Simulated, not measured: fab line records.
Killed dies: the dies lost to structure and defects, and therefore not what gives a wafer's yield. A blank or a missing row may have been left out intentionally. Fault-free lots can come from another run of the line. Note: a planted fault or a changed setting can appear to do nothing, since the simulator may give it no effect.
Which tool is to blame? | flow gf180mcu | 6 lots (18 wafers sampled), 1 step of a 602-step route

== WHAT THE GAUGES SHOWED, per wafer ==
GF_MIM_THK_MEAS_11: measures by xrf.
lot  | measured     | on            | MIM_ALCU_THK (nm)
L430 | day 26 04:41 | film-metro-03 | 204.0 205.9 203.4
L435 | day 27 22:43 | film-metro-03 | 208.3 208.2 209.9
L437 | day 28 11:19 | film-metro-03 | 207.2 207.1 206.3
L440 | day 29 08:23 | film-metro-03 | 210.6 208.0 210.0
L446 | day 30 23:16 | film-metro-01 | 206.2 206.2 205.6
L448 | day 31 10:55 | film-metro-02 | 202.2 203.8 202.2

== WHICH TOOL RAN EACH LOT (tool, then ch and the chambers of the sampled wafers, then the start) ==
There is no process step in the record ahead of these readings.

== THE ANSWER, worked out from the rows above alone ==
Rule: usual is defined by the lots themselves. Put in order of their means at a reading, lots are off if they are a third of the lots or fewer, leave a main group of 4 or more, and stand apart from it by a gap of 3 or more times the standard deviation of the main group's means; of several such gaps the widest counts. A main group whose means are all the same, to the digits that the tables above print for the reading, isn't used. Also off: a lot with no number at a reading for which 4 or more lots have one. The other lots that the step has rows for count as sound.
None of the lots is off at any reading shown; this tells nothing.

== WHAT THE SIMULATOR HAD INSERTED ==
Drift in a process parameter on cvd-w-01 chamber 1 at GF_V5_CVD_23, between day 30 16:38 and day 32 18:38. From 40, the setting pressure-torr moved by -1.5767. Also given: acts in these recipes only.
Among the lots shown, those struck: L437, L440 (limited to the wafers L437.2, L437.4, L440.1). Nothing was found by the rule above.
